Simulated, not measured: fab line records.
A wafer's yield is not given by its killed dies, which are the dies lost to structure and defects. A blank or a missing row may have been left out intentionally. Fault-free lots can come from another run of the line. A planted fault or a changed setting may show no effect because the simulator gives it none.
fab line records	flow sky130
record: lots: 10	wafers: 30	last_day: 50
route steps=708 shown METAL2@486 VIA2@510 CAPM@539 METAL3@564
lots that met no fault: taken from a fault-free run of the same line
start_h: the number of hours between the record's first day and the start of the first shown wafer of the lot	wait_h: how many hours have passed since the lot's step before this one	" as in the row above	L1.1+2: one row covering several wafers at once	- value missing, or start not given	* or withheld: withheld	< > ~ a bound
route shown NAME@n: a module of which the file shows steps, and the number in the route of the first	usual: mean and standard deviation over wafers with no fault	same: alike in all rows	chamber/n: place in a boat	sites: the reading at each site	_std_site: how widely they spread, as a standard deviation	_edge_site: mean of outer sites minus mean of inner sites	radius_mm: how far each site lies from the wafer's centre	mask NAME#n: copy n	behind: the most recent tool/chamber to have shaped the wafer	hold: reason for holding the lot/hours on hold/outcome of the hold	device: the transistor (n, p or np) that didn't switch	end of line: the tests these same wafers got at the end of their route	step lacking rows: just its recipe	killed: at the first sort, the dies lost to defects and structure; wafer yield is something else	map: the dies of a wafer, with x for killed, . for not killed, _ for no die there
set.NAME: the run value of the setting; set.NAME@STEP: its run value at that earlier step	model.NAME: the simulator's own value behind a step, which no gauge read
the route's steps for a sample of lots (tables are steps, rows are wafers)
services: from which hour (start_h, from the record's first day; less than 0 if before it) a tool's chamber was out of use, for how many hours, and why
== steps ==
step: SKY_METAL2_SPUTTER_03
recipe: material: Ti	target_thk_nm: 5	power_w: 3000	time_s: 3.3	chamber_pressure_pa: 0.4
usual: throttle_valve_pct: 30.4/1.1
lot.wafer	tool	chamber	start_h	wait_h	throttle_valve_pct
L363.4	pvd_sputter-04	-	784.22	0.0	30.8
L363.5	"	-	"	"	32.3
L363.6	"	-	"	"	29.8
L366.1	pvd_sputter-01	-	810.43	0.0	31.4
L366.2	"	-	"	"	31.2
L366.6	"	-	"	"	31.0
L367.1	pvd_sputter-01	-	829.89	0.0	30.9
L367.3	"	-	"	"	31.2
L367.6	"	-	"	"	31.1
L375.1	pvd_sputter-04	-	889.14	0.0	32.3
L375.4	"	-	"	"	29.8
L375.6	"	-	"	"	30.7
L376.4	pvd_sputter-04	-	899.34	0.0	29.4
L376.5	"	-	"	"	29.6
L376.6	"	-	"	"	32.6
L381.2	pvd_sputter-04	-	970.33	0.0	29.4
L381.4	"	-	"	"	32.5
L381.6	"	-	"	"	29.9
L385.1	pvd_sputter-02	-	970.67	0.0	30.2
L385.5	"	-	"	"	28.0
L385.6	"	-	"	"	31.2
L382.2	pvd_sputter-01	-	972.78	0.0	31.2
L382.3	"	-	"	"	29.9
L382.4	"	-	"	"	31.3
L384.1	pvd_sputter-02	-	973.50	0.0	28.0
L384.2	"	-	"	"	30.2
L384.5	"	-	"	"	27.9
L383.1	pvd_sputter-04	-	975.82	0.0	29.1
L383.3	"	-	"	"	29.8
L383.5	"	-	"	"	29.8
step: SKY_VIA2_BOW_MEAS_03
recipe: mode: bow
usual: VIA2_BOW: 85/7.3
lot.wafer	tool	chamber	start_h	wait_h	VIA2_BOW[um]
L363.4	film_metro-03	-	812.07	0.3	84
L363.5	"	-	"	"	83
L363.6	"	-	"	"	98
L366.1	film_metro-03	-	838.41	0.2	91
L366.2	"	-	"	"	82
L366.6	"	-	"	"	87
L367.1	film_metro-03	-	858.48	0.1	94
L367.3	"	-	"	"	94
L367.6	"	-	"	"	98
L375.1	film_metro-02	-	916.11	0.1	84
L375.4	"	-	"	"	84
L375.6	"	-	"	"	84
L376.4	film_metro-04	-	925.63	0.3	80
L376.5	"	-	"	"	84
L376.6	"	-	"	"	88
L381.2	film_metro-04	-	995.92	0.2	90
L381.4	"	-	"	"	88
L381.6	"	-	"	"	99
L385.1	film_metro-03	-	996.20	0.2	81
L385.5	"	-	"	"	82
L385.6	"	-	"	"	81
L382.2	film_metro-03	-	997.99	0.2	72
L382.3	"	-	"	"	76
L382.4	"	-	"	"	79
L384.1	film_metro-02	-	998.59	0.2	86
L384.2	"	-	"	"	89
L384.5	"	-	"	"	79
L383.1	film_metro-03	-	1001.28	0.1	90
L383.3	"	-	"	"	89
L383.5	"	-	"	"	83
step: SKY_CAPM_SPUTTER_02
recipe: material: TiN	target_thk_nm: 200	temp_c: 300	power_w: 6500	time_s: 166.7	chamber_pressure_pa: 0.4
usual: substrate_temp_c: 300.00/0.22	throttle_valve_pct: 30.4/1.2
lot.wafer	tool	chamber	start_h	wait_h	substrate_temp_c	throttle_valve_pct
L363.4	pvd_sputter-04	-	840.29	0.1	299.63	30.8
L363.5	"	-	"	"	300.02	29.7
L363.6	"	-	"	"	299.53	29.4
L366.1	pvd_sputter-02	-	866.30	0.1	300.02	31.2
L366.2	"	-	"	"	300.08	27.8
L366.6	"	-	"	"	300.45	31.4
L367.1	pvd_sputter-04	-	888.10	0.1	299.90	30.0
L367.3	"	-	"	"	300.11	29.4
L367.6	"	-	"	"	299.95	29.6
L375.1	pvd_sputter-04	-	943.41	0.1	300.07	32.2
L375.4	"	-	"	"	300.38	29.5
L375.6	"	-	"	"	300.06	32.3
L376.4	pvd_sputter-04	-	953.03	0.0	300.13	32.5
L376.5	"	-	"	"	299.96	29.4
L376.6	"	-	"	"	300.25	29.8
L381.2	pvd_sputter-04	-	1021.22	0.0	300.08	29.4
L381.4	"	-	"	"	299.71	29.4
L381.6	"	-	"	"	300.17	30.6
L385.1	pvd_sputter-04	-	1021.83	0.1	299.67	30.5
L385.5	"	-	"	"	299.97	29.7
L385.6	"	-	"	"	299.74	30.5
L382.2	pvd_sputter-04	-	1023.62	0.0	299.96	29.6
L382.3	"	-	"	"	299.98	29.5
L382.4	"	-	"	"	299.71	32.7
L384.1	pvd_sputter-04	-	1023.98	0.1	300.05	30.6
L384.2	"	-	"	"	299.80	32.8
L384.5	"	-	"	"	300.37	29.3
L383.1	pvd_sputter-04	-	1026.22	0.1	300.23	30.5
L383.3	"	-	"	"	299.91	29.5
L383.5	"	-	"	"	300.01	32.6
step: SKY_CAPM_RS_MEAS_03
recipe: thk_meas_gauge: four-point-probe	reads: TiN_of_CAPM_SPUTTER_02
usual: CAPM_TIN_RS: 6.88/0.082
lot.wafer	tool	chamber	start_h	wait_h	CAPM_TIN_RS[ohm/sq]
L363.4	film_metro-04	-	840.41	0.1	6.85
L363.5	"	-	"	"	6.84
L363.6	"	-	"	"	6.82
L366.1	film_metro-03	-	866.41	0.1	6.81
L366.2	"	-	"	"	6.87
L366.6	"	-	"	"	6.80
L367.1	film_metro-03	-	888.21	0.1	6.94
L367.3	"	-	"	"	6.94
L367.6	"	-	"	"	6.91
L375.1	film_metro-01	-	943.52	0.1	11.09
L375.4	"	-	"	"	6.91
L375.6	"	-	"	"	10.99
L376.4	film_metro-01	-	953.20	0.1	11.06
L376.5	"	-	"	"	6.94
L376.6	"	-	"	"	6.90
L381.2	film_metro-01	-	1021.35	0.1	6.98
L381.4	"	-	"	"	6.97
L381.6	"	-	"	"	7.00
L385.1	film_metro-04	-	1021.94	0.1	6.88
L385.5	"	-	"	"	6.89
L385.6	"	-	"	"	6.86
L382.2	film_metro-01	-	1023.75	0.1	6.89
L382.3	"	-	"	"	6.89
L382.4	"	-	"	"	6.80
L384.1	film_metro-03	-	1024.09	0.1	6.86
L384.2	"	-	"	"	6.79
L384.5	"	-	"	"	6.83
L383.1	film_metro-01	-	1026.33	0.1	7.02
L383.3	"	-	"	"	7.07
L383.5	"	-	"	"	6.96
step: SKY_CAPM_THK_MEAS_04
recipe: thk_meas_gauge: xrf	reads: TiN_of_CAPM_SPUTTER_02
usual: CAPM_TIN_THK: 199.5/2.6
lot.wafer	tool	chamber	start_h	wait_h	CAPM_TIN_THK[nm]
L363.4	film_metro-04	-	840.50	0.1	199.5
L363.5	"	-	"	"	201.0
L363.6	"	-	"	"	199.7
L366.1	film_metro-03	-	866.53	0.1	202.6
L366.2	"	-	"	"	199.4
L366.6	"	-	"	"	202.3
L367.1	film_metro-03	-	888.33	0.1	199.2
L367.3	"	-	"	"	199.1
L367.6	"	-	"	"	198.4
L375.1	film_metro-01	-	943.64	0.1	125.8
L375.4	"	-	"	"	197.8
L375.6	"	-	"	"	127.2
L376.4	film_metro-01	-	953.29	0.1	126.1
L376.5	"	-	"	"	197.3
L376.6	"	-	"	"	199.8
L381.2	film_metro-01	-	1021.46	0.1	195.0
L381.4	"	-	"	"	196.7
L381.6	"	-	"	"	195.6
L385.1	film_metro-04	-	1022.06	0.1	200.6
L385.5	"	-	"	"	198.9
L385.6	"	-	"	"	200.5
L382.2	film_metro-01	-	1023.86	0.1	198.5
L382.3	"	-	"	"	199.4
L382.4	"	-	"	"	201.8
L384.1	film_metro-03	-	1024.21	0.1	201.4
L384.2	"	-	"	"	202.7
L384.5	"	-	"	"	201.8
L383.1	film_metro-01	-	1026.45	0.1	195.6
L383.3	"	-	"	"	193.4
L383.5	"	-	"	"	196.9
step: SKY_CAPM_METAL_ETCH_13
recipe: target_depth_nm: 220	stop_on: SiO2	chemistry: Cl2/BCl3	target: TiN	pressure_mtorr: 10	icp_w: 900	bias_w: 48.5	Cl2_flow_sccm: 60	bcl3_flow_sccm: 30	time_s: 62.9
usual: drypump_motor_current_A: 5.8/0.5	oes_product_au: 0.944/0.0077	throttle_valve_pct: 21.900/0.0097
lot.wafer	tool	chamber	start_h	wait_h	drypump_motor_current_A	oes_product_au	rf_hours_counter_h	throttle_valve_pct
L363.4	rie_metal-02	0	867.24	0.0	6.5	0.943	-	21.914
L363.5	"	1	"	"	5.8	0.955	-	21.889
L363.6	"	0	"	"	6.5	0.948	-	21.899
L366.1	rie_metal-02	0	891.70	0.0	6.5	0.955	11.4	21.882
L366.2	"	1	"	"	5.8	0.942	12.0	21.913
L366.6	"	0	"	"	6.5	0.954	-	21.916
L367.1	rie_metal-04	0	912.56	0.0	4.9	0.938	13.4	21.889
L367.3	"	1	"	"	5.2	0.934	-	21.915
L367.6	"	0	"	"	5.0	0.946	-	21.897
L375.1	rie_metal-04	1	967.65	0.0	5.1	0.734	16.9	22.027
L375.4	"	0	"	"	5.0	0.937	-	21.912
L375.6	"	0	"	"	4.9	0.747	-	22.029
L376.4	rie_metal-02	0	977.00	0.0	6.5	0.740	-	22.034
L376.5	"	1	"	"	5.8	0.936	-	21.892
L376.6	"	0	"	"	6.5	0.939	-	21.899
L381.2	rie_metal-01	1	1043.85	0.0	5.5	0.934	22.2	21.901
L381.4	"	1	"	"	5.5	0.935	-	21.911
L381.6	"	1	"	"	5.5	0.928	-	21.921
L385.1	rie_metal-02	1	1044.66	0.0	5.8	0.945	19.1	21.887
L385.5	"	0	"	"	6.5	0.940	-	21.900
L385.6	"	1	"	"	5.8	0.949	-	21.894
L382.2	rie_metal-02	1	1045.30	0.0	5.8	0.944	19.2	21.886
L382.3	"	1	"	"	5.8	0.943	-	21.903
L382.4	"	0	"	"	6.4	0.949	-	21.891
L384.1	rie_metal-01	1	1046.50	0.0	5.5	0.940	22.4	21.913
L384.2	"	0	"	"	6.1	0.950	21.0	21.908
L384.5	"	0	"	"	6.1	0.960	-	21.900
L383.1	rie_metal-02	1	1048.26	0.0	5.8	0.939	19.3	21.900
L383.3	"	0	"	"	6.5	0.933	-	21.920
L383.5	"	1	"	"	5.7	0.935	-	21.905
step: SKY_METAL3_OVL_MEAS_14
usual: METAL3_OVL: 3/4.9
lot.wafer	tool	chamber	start_h	wait_h	METAL3_OVL[nm]
L363.4	overlay-02	-	893.32	0.1	11
L363.5	"	-	"	"	11
L363.6	"	-	"	"	15
L366.1	overlay-02	-	917.37	0.1	8
L366.2	"	-	"	"	0
L366.6	"	-	"	"	13
L367.1	overlay-02	-	938.58	0.1	4
L367.3	"	-	"	"	11
L367.6	"	-	"	"	-1
L375.1	overlay-02	-	992.20	0.1	-1
L375.4	"	-	"	"	-3
L375.6	"	-	"	"	4
L376.4	overlay-02	-	1001.33	0.1	2
L376.5	"	-	"	"	0
L376.6	"	-	"	"	7
L381.2	overlay-02	-	1065.94	0.1	1
L381.4	"	-	"	"	9
L381.6	"	-	"	"	6
L385.1	overlay-01	-	1066.58	0.1	5
L385.5	"	-	"	"	7
L385.6	"	-	"	"	5
L382.2	overlay-02	-	1067.31	0.1	4
L382.3	"	-	"	"	3
L382.4	"	-	"	"	3
L384.1	overlay-02	-	1068.60	0.1	-4
L384.2	"	-	"	"	12
L384.5	"	-	"	"	-3
L383.1	overlay-01	-	1070.21	0.1	2
L383.3	"	-	"	"	2
L383.5	"	-	"	"	7
== services ==
tool	chamber	start_h	hours	kind
pvd_sputter-01	0	796.99	-	consumable_replace:kit
pvd_sputter-01	0	796.99	18.0	scheduled_down
pvd_sputter-01	0	796.99	18.0	vent_cycle
pvd_sputter-02	-	807.03	6.9	repair
rie_metal-01	0	816.00	6.2	repair
rie_metal-04	1	827.84	1.5	repair
pvd_sputter-04	3	832.59	-	consumable_replace:kit
pvd_sputter-04	3	832.59	18.0	scheduled_down
pvd_sputter-04	3	832.59	18.0	vent_cycle
rie_metal-02	1	834.38	17.2	repair
pvd_sputter-04	-	847.50	3.9	repair
pvd_sputter-04	-	849.71	3.3	repair
pvd_sputter-04	-	869.93	10.5	repair
rie_metal-04	-	891.06	0.9	repair
pvd_sputter-02	3	909.92	-	consumable_replace:kit
pvd_sputter-02	3	909.92	18.0	scheduled_down
pvd_sputter-02	-	917.59	2.4	repair
pvd_sputter-04	-	929.95	3.3	repair
pvd_sputter-01	-	932.81	21.8	repair
rie_metal-04	1	937.84	4.0	repair
pvd_sputter-01	-	939.83	9.2	repair
rie_metal-04	-	943.20	1.4	pm
pvd_sputter-02	-	1020.58	1.4	repair
pvd_sputter-01	-	1032.25	1.9	repair
== key ==
first_sign: step: SKY_CAPM_RS_MEAS_03	reading: CAPM_TIN_RS	direction: up	sigmas: 51	usual: 6.88	struck: 11.05
effect: step: SKY_CAPM_THK_MEAS_04	reading: CAPM_TIN_THK	direction: down	sigmas: 28	usual: 199.5	struck: 126.4
effect: step: SKY_CAPM_METAL_ETCH_13	reading: oes_product_au	direction: down	sigmas: 26	usual: 0.944	struck: 0.740
met_at SKY_CAPM_SPUTTER_02
struck_lots L375,L376
struck_wafers L375.1,L375.6,L376.4
not_acting_at SKY_METAL2_SPUTTER_03,SKY_VIA2_BOW_MEAS_03,SKY_METAL3_OVL_MEAS_14
fault: kind: process_parameter_drift	tool: pvd_sputter-04	chamber: -	onset_h: 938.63	steps: SKY_CAPM_SPUTTER_02	channel: target_thk_nm	offset: -76.389	shape: step	end_h: 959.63	acts_in: these_recipes_only	stated: 200	scope: struck_wafers_only
